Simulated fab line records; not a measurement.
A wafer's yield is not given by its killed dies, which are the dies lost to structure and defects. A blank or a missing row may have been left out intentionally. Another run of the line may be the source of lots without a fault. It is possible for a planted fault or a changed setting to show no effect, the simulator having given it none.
2 desks looking at one fault + flow gf180mcu + what lay behind the numbers comes last; until then each desk has only its own

AT THE METROLOGY DESK
What the gauges read, lot by lot, whatever tool the lot ran on: means of the sampled wafers that have a number. Marked OUT: a lot whose mean sits more than 4 standard deviations from the usual mean, which makes it out of limits; the brackets give that distance.
Columns: A = cdNm at GF_V2_CD_MEAS_14, usual 259.5 nm; B = V2_OVL at GF_V2_OVL_MEAS_15, usual 1 nm; C = V2_W_RS at GF_V2_RS_MEAS_24, usual 0.3290 ohm/sq
| lot  | first seen here | A     | B  | C      |
|------|-----------------|-------|----|--------|
| L632 | day 20 06:33    | 261.3 | 6  | 0.3263 |
| L640 | day 23 06:28    | 259.4 | -5 | 0.3270 |
| L643 | day 24 06:51    | 259.3 | 4  | 0.3257 |
| L644 | day 24 20:14    | 260.3 | -4 | 0.3286 |
| L654 | day 28 03:12    | 259.2 | 4  | 0.3279 |
| L655 | day 28 11:25    | 259.1 | 2  | 0.3253 |
Finding of this desk: none of the 6 lots has anything out of limits.

FOR THE TOOL OWNER'S DESK: cvdW-01
The tool's own readings at GF_V2_CVD_23 (deposits W, target thk 350 nm, time 104.94 s): means of the sampled wafers that have a number, for each lot that ran on this tool. Marked OUT: a lot whose mean sits more than 4 standard deviations from the usual mean, which makes it out of limits; the brackets give that distance.
Columns: A = heaterPowerW at GF_V2_CVD_23, usual 913 W
| lot  | first seen here | A   |
|------|-----------------|-----|
| L640 | day 23 07:24    | 834 |
| L643 | day 24 07:48    | 835 |
| L644 | day 24 21:08    | 830 |
Finding of this desk: none of the 3 lots has anything out of limits.

TAKEN TOGETHER
Nothing out of limits was seen by the metrology desk.
Nothing out of limits was seen by the tool owner's desk.

WHAT HAD BEEN PUT IN BY THE SIMULATOR
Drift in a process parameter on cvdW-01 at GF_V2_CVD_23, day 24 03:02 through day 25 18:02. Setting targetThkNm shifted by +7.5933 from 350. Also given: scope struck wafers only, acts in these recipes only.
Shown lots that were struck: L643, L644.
